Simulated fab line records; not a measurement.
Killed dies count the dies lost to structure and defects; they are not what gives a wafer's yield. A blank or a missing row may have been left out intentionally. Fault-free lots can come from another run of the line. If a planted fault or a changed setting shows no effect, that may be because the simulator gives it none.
fab line records -- flow sky130
record: lots: 12, wafers: 36, last-day: 50
route steps=708 shown RES_XHIGH@336 SD_N@353 CONTACT@432 PAD_OPEN@708
lots untouched by any fault: they come from a run of this same line in which no faults occurred
start-h: the number of hours between the record's first day and the start of the first shown wafer of the lot -- wait-h: hours from the lot's prior step to this one -- " unchanged from the row above -- L1.1+2: a row that stands for several wafers -- - either no value or no given start -- * or withheld: withheld -- < > ~ a bound
route shown NAME@n: a module of which the file shows steps, and the number in the route of the first -- usual: the fault-free wafers' mean and standard deviation -- same: alike in all rows -- chamber/n: place in a boat -- sites: readings site by site -- _std_site: their standard deviation -- _edge_site: the outer-site mean with the inner-site mean subtracted -- radius-mm: how far each site lies from the wafer's centre -- mask NAME#n: copy n -- behind: tool/chamber where the wafer was last shaped -- hold: why the lot went on hold/how many hours it stayed there/how the hold came to an end -- device: which transistor (n, p or np) failed to switch -- end of line: the same wafers' tests at the end of the route -- a step without rows: its recipe alone -- killed: dies that structure and defects cost at the first sort, which is not the same as the wafer's yield -- map: a wafer's dies, marking killed ones x, the rest . and places with no die _
set.NAME: setting as actually run; set.NAME@STEP: the setting as run at that earlier step -- model.NAME: the simulator's own value behind a step, which no gauge read
a sample of lots followed through the steps of the route, with each step as a table and each wafer as a row
services: from which hour (start-h, from the record's first day; less than 0 if before it) a tool's chamber was out of use, for how many hours, and why
== steps ==
step: SKY_RES_XHIGH_EXPOSE_04
recipe: mask-id: URPM, na: 0.6, source-shape: conventional, sigma-outer: 0.6, polarization: unpolarized, target-cd-nm: 1270, dose-mj: 140
lot.wafer,tool,chamber,start-h,wait-h,mask
L374.2+4+5,iline-stepper-02,0,603.46,-,URPM#0
L375.1+2+3,iline-stepper-02,0,609.84,-,URPM#0
L376.1+2+6,iline-stepper-01,0,621.86,-,URPM#0
L377.2+4+6,iline-stepper-02,0,631.13,-,NSDM#0
L379.1+3+6,iline-stepper-01,0,647.61,-,URPM#0
L385.3+4+6,iline-stepper-02,0,710.54,-,URPM#0
L389.1+4+5,iline-stepper-02,0,747.84,-,URPM#0
L388.1+4+5,iline-stepper-02,0,752.87,-,URPM#0
L393.1+4+5,iline-stepper-01,0,760.86,-,URPM#0
L394.3+5+6,iline-stepper-01,0,766.41,-,URPM#0
L395.3+4+6,iline-stepper-02,0,771.90,-,URPM#0
L396.1+2+3,iline-stepper-02,0,787.44,-,URPM#0
step: SKY_RES_XHIGH_TW_MEAS_09
usual: RES_XHIGH_TW: 1649/14
lot.wafer,tool,chamber,start-h,wait-h,hold,RES_XHIGH_TW
L374.2,film-metro-01,-,618.40,0.1,-,1638
L374.4,film-metro-01,-,618.40,0.1,-,1642
L374.5,film-metro-01,-,618.40,0.1,-,1640
L375.1,film-metro-01,-,625.09,0.1,-,1646
L375.2,film-metro-01,-,625.09,0.1,-,1650
L375.3,film-metro-01,-,625.09,0.1,-,1652
L376.1,film-metro-01,-,635.99,0.1,-,1645
L376.2,film-metro-01,-,635.99,0.1,-,1644
L376.6,film-metro-01,-,635.99,0.1,-,1656
L377.2,film-metro-01,-,645.30,0.1,await-dispo/0.2h/release,30
L377.4,film-metro-01,-,645.30,0.1,await-dispo/0.2h/release,30
L377.6,film-metro-01,-,645.30,0.1,await-dispo/0.2h/release,30
L377.2,film-metro-01,-,645.53,0.2,-,30
L377.4,film-metro-01,-,645.53,0.2,-,30
L377.6,film-metro-01,-,645.53,0.2,-,30
L379.1,film-metro-02,-,661.59,0.1,-,1664
L379.3,film-metro-02,-,661.59,0.1,-,1656
L379.6,film-metro-02,-,661.59,0.1,-,1671
L385.3,film-metro-02,-,724.26,0.1,-,1658
L385.4,film-metro-02,-,724.26,0.1,-,1653
L385.6,film-metro-02,-,724.26,0.1,-,1656
L389.1,film-metro-02,-,761.59,0.1,-,1661
L389.4,film-metro-02,-,761.59,0.1,-,1658
L389.5,film-metro-02,-,761.59,0.1,-,1666
L388.1,film-metro-03,-,766.41,0.1,-,1613
L388.4,film-metro-03,-,766.41,0.1,-,1619
L388.5,film-metro-03,-,766.41,0.1,-,1617
L393.1,film-metro-02,-,774.19,0.1,-,1649
L393.4,film-metro-02,-,774.19,0.1,-,1663
L393.5,film-metro-02,-,774.19,0.1,-,1663
L394.3,film-metro-02,-,780.01,0.1,-,1662
L394.5,film-metro-02,-,780.01,0.1,-,1663
L394.6,film-metro-02,-,780.01,0.1,-,1661
L395.3,film-metro-01,-,785.06,0.1,-,1636
L395.4,film-metro-01,-,785.06,0.1,-,1641
L395.6,film-metro-01,-,785.06,0.1,-,1644
L396.1,film-metro-01,-,800.64,0.1,-,1628
L396.2,film-metro-01,-,800.64,0.1,-,1632
L396.3,film-metro-01,-,800.64,0.1,-,1631
step: SKY_SD_N_STRIP_11
recipe: chemistry: O2/N2, power-w: 1400, pressure-mtorr: 1500, platen-temp-c: withheld, o2-flow-sccm: 3000, n2-flow-sccm: 300, overash-fraction: 0.5
usual: drypump-motor-current-A: 5.7/0.46, oes-product-au: 0.526/0.0047, strip-time-to-endpoint-s: 22.55/0.044
lot.wafer,tool,chamber,start-h,wait-h,drypump-motor-current-A,oes-product-au,rf-hours-counter-h,strip-time-to-endpoint-s
L374.2,plasma-asher-01,0,647.58,0.1,5.4,0.522,52,22.54
L374.4,plasma-asher-01,1,647.58,0.1,6.2,0.529,-,22.53
L374.5,plasma-asher-01,0,647.58,0.1,5.4,0.527,-,22.54
L375.1,plasma-asher-03,1,654.13,0.1,5.9,0.533,19,22.63
L375.2,plasma-asher-03,0,654.13,0.1,6.3,0.526,19,22.63
L375.3,plasma-asher-03,1,654.13,0.1,5.9,0.528,-,22.60
L376.1,plasma-asher-03,1,664.13,0.1,5.9,0.532,21,22.60
L376.2,plasma-asher-03,0,664.13,0.1,6.3,0.528,21,22.55
L376.6,plasma-asher-03,1,664.13,0.1,5.9,0.524,-,22.55
L379.1,plasma-asher-01,0,688.89,0.1,5.4,0.527,56,22.47
L379.3,plasma-asher-01,0,688.89,0.1,5.4,0.524,-,22.51
L379.6,plasma-asher-01,0,688.89,0.1,5.4,0.518,-,22.56
L385.3,plasma-asher-01,0,752.11,0.1,5.4,0.525,-,22.56
L385.4,plasma-asher-01,1,752.11,0.1,6.2,0.525,-,22.52
L385.6,plasma-asher-01,1,752.11,0.1,6.2,0.525,-,22.52
L389.1,plasma-asher-03,1,789.14,0.1,5.9,0.527,33,22.58
L389.4,plasma-asher-03,1,789.14,0.1,5.9,0.523,-,22.56
L389.5,plasma-asher-03,0,789.14,0.1,6.4,0.518,-,22.60
L388.1,plasma-asher-02,0,793.58,0.1,5.2,0.528,99,22.51
L388.4,plasma-asher-02,0,793.58,0.1,5.1,0.526,-,22.48
L388.5,plasma-asher-02,1,793.58,0.1,5.2,0.522,-,22.55
L393.1,plasma-asher-01,1,800.99,0.1,6.2,0.531,67,22.54
L393.4,plasma-asher-01,0,800.99,0.1,5.4,0.521,-,22.53
L393.5,plasma-asher-01,1,800.99,0.1,6.2,0.533,-,22.51
L394.3,plasma-asher-01,1,806.06,0.1,6.2,0.531,-,22.58
L394.5,plasma-asher-01,1,806.06,0.1,6.2,0.527,-,22.56
L394.6,plasma-asher-01,0,806.06,0.1,5.4,0.529,-,22.57
L395.3,plasma-asher-01,1,811.23,0.1,6.2,0.526,-,22.59
L395.4,plasma-asher-01,0,811.23,0.1,5.4,0.536,-,22.62
L395.6,plasma-asher-01,0,811.23,0.1,5.4,0.523,-,22.61
L396.1,plasma-asher-01,0,827.24,0.1,5.4,0.531,70,22.61
L396.2,plasma-asher-01,1,827.24,0.1,6.2,0.530,70,22.64
L396.3,plasma-asher-01,1,827.24,0.1,6.2,0.530,-,22.59
step: SKY_CONTACT_THK_MEAS_26
recipe: thk-meas-gauge: xrf, reads: W_of_CONTACT_CVD_24
usual: CONTACT_W_THK: 344/5.7
lot.wafer,tool,chamber,start-h,wait-h,CONTACT_W_THK[nm]
L374.2,film-metro-02,-,738.60,0.1,346
L374.4,film-metro-02,-,738.60,0.1,345
L374.5,film-metro-02,-,738.60,0.1,341
L375.1,film-metro-02,-,742.64,0.1,345
L375.2,film-metro-02,-,742.64,0.1,350
L375.3,film-metro-02,-,742.64,0.1,351
L376.1,film-metro-02,-,751.61,0.1,345
L376.2,film-metro-02,-,751.61,0.1,349
L376.6,film-metro-02,-,751.61,0.1,346
L379.1,film-metro-01,-,776.76,0.1,332
L379.3,film-metro-01,-,776.76,0.1,336
L379.6,film-metro-01,-,776.76,0.1,334
L385.3,film-metro-02,-,838.11,0.1,359
L385.4,film-metro-02,-,838.11,0.1,352
L385.6,film-metro-02,-,838.11,0.1,350
L389.1,film-metro-04,-,874.02,0.1,349
L389.4,film-metro-04,-,874.02,0.1,349
L389.5,film-metro-04,-,874.02,0.1,352
L388.1,film-metro-02,-,877.75,0.1,346
L388.4,film-metro-02,-,877.75,0.1,346
L388.5,film-metro-02,-,877.75,0.1,348
L393.1,film-metro-04,-,884.27,0.1,344
L393.4,film-metro-04,-,884.27,0.1,346
L393.5,film-metro-04,-,884.27,0.1,343
L394.3,film-metro-01,-,889.67,0.1,332
L394.5,film-metro-01,-,889.67,0.1,332
L394.6,film-metro-01,-,889.67,0.1,336
L395.3,film-metro-04,-,895.22,0.1,335
L395.4,film-metro-04,-,895.22,0.1,329
L395.6,film-metro-04,-,895.22,0.1,333
L396.1,film-metro-02,-,910.04,0.1,353
L396.2,film-metro-02,-,910.04,0.1,347
L396.3,film-metro-02,-,910.04,0.1,349
step: SKY_CONTACT_CMP_27
recipe: stop-on: SiO2, t-overpolish-s: 15, down-force-psi: 3.5, platen-rpm: 60, target-thk-nm: 0, pad-velocity-m-s: 0.94248
usual: motor-current-A: 10.2/0.95, overpolish-run-s: 15.002/0.0083, time-to-endpoint-s: 80/3.2
lot.wafer,tool,chamber,start-h,wait-h,motor-current-A,overpolish-run-s,time-to-endpoint-s
L374.4,cmp-01,1,738.65,0.0,11.4,15.006,75
L374.2,cmp-01,0,738.65,0.0,9.5,14.994,77
L374.5,cmp-01,1,738.65,0.0,10.9,14.997,80
L375.1,cmp-02,2,742.75,0.1,10.9,14.999,83
L375.3,cmp-02,3,742.75,0.1,9.7,15.008,87
L375.2,cmp-02,0,742.75,0.1,10.1,15.012,81
L376.1,cmp-02,3,751.77,0.1,9.7,14.996,84
L376.2,cmp-02,0,751.77,0.1,9.9,14.998,80
L376.6,cmp-02,2,751.77,0.1,10.8,14.997,77
L379.3,cmp-01,3,776.92,0.1,9.0,15.001,81
L379.1,cmp-01,0,776.92,0.1,9.5,14.998,77
L379.6,cmp-01,2,776.92,0.1,10.1,15.010,81
L385.3,cmp-02,0,838.15,0.0,10.0,15.016,85
L385.4,cmp-02,3,838.15,0.0,9.4,15.010,87
L385.6,cmp-02,0,838.15,0.0,9.4,14.995,83
L389.1,cmp-02,0,874.08,0.1,10.4,14.989,80
L389.4,cmp-02,1,874.08,0.1,11.3,14.999,81
L389.5,cmp-02,1,874.08,0.1,11.0,15.001,85
L388.1,cmp-02,3,877.91,0.1,9.7,14.992,81
L388.4,cmp-02,0,877.91,0.1,9.8,15.009,79
L388.5,cmp-02,2,877.91,0.1,10.9,15.001,78
L393.1,cmp-01,0,884.38,0.1,9.6,15.005,81
L393.4,cmp-01,2,884.38,0.1,10.1,15.018,82
L393.5,cmp-01,3,884.38,0.1,9.2,14.999,82
L394.3,cmp-02,0,889.71,0.0,10.2,14.998,78
L394.5,cmp-02,0,889.71,0.0,10.0,15.009,80
L394.6,cmp-02,1,889.71,0.0,11.2,14.993,82
L395.3,cmp-01,3,895.26,0.0,9.2,15.014,80
L395.4,cmp-01,0,895.26,0.0,9.3,15.004,79
L395.6,cmp-01,3,895.26,0.0,8.7,15.006,80
L396.2,cmp-02,3,910.10,0.0,9.8,14.989,83
L396.3,cmp-02,1,910.10,0.0,11.2,15.010,81
L396.1,cmp-02,2,910.10,0.0,11.1,14.998,83
step: SKY_PAD_OPEN_PROBE_99
usual: defect-limited-yield: 82.5/2.1, killed_at_M0_to_M3: 43/7.7, killed_at_M4_up: 3.4/1.9, killed-at-contacts: 25/5.6, killed-at-front-end: 14/4.3, killed-at-other: 0.2/0.5, killed-dies: 86/10, killed-open: 47/7.2, killed-short: 39/6.7, sort_bin_3_pad_short: 0.9/0.46, sort_bin_5_function: 10.4/1.5, sort_bin_6_memory: 6.2/1.2, sort-n-pass: 406/10, sort-yield-pct: 82.5/2.1
same: gross-dies: 492, killed-at-back-side: 0, sort_bin_4_leakage[%]: 0, sort_bin_8_speed[%]: 0
lot.wafer,tool,chamber,start-h,wait-h,defect-limited-yield[%],killed_at_M0_to_M3,killed_at_M4_up,killed-at-contacts,killed-at-front-end,killed-at-other,killed-dies,killed-open,killed-short,sort_bin_3_pad_short[%],sort_bin_5_function[%],sort_bin_6_memory[%],sort-n-pass,sort-yield-pct[%]
L389.1,prober-02,-,1174.90,0.1,83.7,44,0,23,13,0,80,46,34,0.8,9.1,6.3,412,83.7
L389.4,prober-02,-,1175.05,0.2,74.8,73,8,27,16,0,124,62,62,1.0,16.5,7.7,368,74.8
L389.5,prober-02,-,1175.10,0.2,81.1,57,2,19,15,0,93,41,52,1.0,12.6,5.3,399,81.1
L393.1,prober-01,-,1186.26,0.1,86.0,33,3,25,8,0,69,40,29,1.0,7.5,5.5,423,86.0
L393.4,prober-01,-,1186.41,0.2,80.9,39,4,28,22,1,94,51,43,0.6,11.0,7.5,398,80.9
L393.5,prober-01,-,1186.46,0.2,82.3,34,5,33,15,0,87,61,26,0.4,12.2,5.1,405,82.3
killed by level:class
L389.1 VIA3:geometric-particle:open=9 LI_CONTACT:geometric-particle:open=7 CONTACT:geometric-particle:open=7 VIA2:geometric-particle:open=7 VIA1:geometric-particle:open=7 METAL1:geometric-particle:short=5 METAL2:geometric-particle:short=5 POLY_GATE:geometric-particle:open=4
L389.4 VIA1:geometric-particle:open=16 METAL2:geometric-particle:short=14 VIA1:geometric-particle:short=14 CONTACT:geometric-particle:open=9 VIA3:geometric-particle:open=8 VIA2:geometric-particle:open=7 FIELD_ISO:geometric-particle:open=6 METAL1:geometric-particle:short=5
L389.5 VIA1:geometric-particle:open=13 VIA1:geometric-particle:short=12 METAL2:geometric-particle:short=9 CONTACT:geometric-particle:open=7 METAL1:geometric-particle:short=7 METAL3:geometric-particle:short=7 FIELD_ISO:geometric-particle:short=6 LOCAL_INTERCONNECT:geometric-particle:short=5
L393.1 VIA1:geometric-particle:open=8 LI_CONTACT:geometric-particle:open=7 LOCAL_INTERCONNECT:geometric-particle:short=7 CONTACT:geometric-particle:open=6 VIA2:geometric-particle:open=5 VIA2:geometric-particle:short=4 VIA3:geometric-particle:open=4 FIELD_ISO:geometric-particle:short=3
L393.4 CONTACT:geometric-particle:open=12 VIA1:geometric-particle:open=12 CONTACT:geometric-particle:short=9 VIA2:geometric-particle:open=6 VIA3:geometric-particle:open=6 FIELD_ISO:geometric-particle:short=5 POLY_GATE:geometric-particle:open=4 LI_CONTACT:geometric-particle:open=4
L393.5 CONTACT:geometric-particle:open=14 LI_CONTACT:geometric-particle:open=11 VIA1:geometric-particle:open=6 METAL2:geometric-particle:open=5 VIA3:geometric-particle:open=5 FIELD_ISO:geometric-particle:open=4 LOCAL_INTERCONNECT:geometric-particle:short=4 METAL2:geometric-particle:short=4
== services ==
tool,chamber,start-h,hours,kind
cmp-02,-,584.29,0.8,repair
cmp-01,-,588.14,3.7,repair
cmp-02,-,588.16,1.7,repair
iline-stepper-02,-,590.50,1.7,pm
iline-stepper-01,-,600.72,1.7,pm
cmp-02,-,627.07,1.7,repair
cmp-02,-,640.39,2.5,repair
cmp-01,-,672.11,12.8,repair
cmp-02,-,675.92,3.5,repair
plasma-asher-01,-,690.61,2.8,pm
iline-stepper-02,-,695.80,12.3,repair
iline-stepper-01,-,706.02,0.8,repair
cmp-02,-,744.26,4.0,pm
cmp-02,-,763.98,7.1,repair
cmp-02,-,771.37,1.0,repair
cmp-02,-,776.88,11.8,repair
cmp-02,-,783.87,12.0,repair
iline-stepper-02,-,808.68,1.7,pm
plasma-asher-01,-,811.63,5.2,repair
cmp-02,-,812.85,1.7,repair
plasma-asher-01,-,813.31,1.7,repair
cmp-02,-,814.53,3.2,pm
cmp-02,-,819.42,8.4,pm
iline-stepper-02,-,853.36,1.8,repair
== key ==
first-sign: step: SKY_RES_XHIGH_EXPOSE_04, reading: mask, direction: changed
effect: step: SKY_RES_XHIGH_TW_MEAS_09, reading: visit, direction: added
effect: step: SKY_RES_XHIGH_TW_MEAS_09, reading: RES_XHIGH_TW, direction: down, sigmas: 99+, usual: 1649, struck: 30
met-at SKY_RES_XHIGH_EXPOSE_04
struck-lots L377
scrapped-behind SKY_RES_XHIGH_TW_MEAS_09 L377.2,L377.4,L377.6
not-acting-at SKY_SD_N_STRIP_11,SKY_CONTACT_THK_MEAS_26,SKY_CONTACT_CMP_27
onset-between 609.84 631.13
fault: kind: wrong-mask, tool: any, chamber: -, onset-h: 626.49, steps: SKY_RES_XHIGH_EXPOSE_04, aux-copy: NSDM#0, scope: struck-lots-only
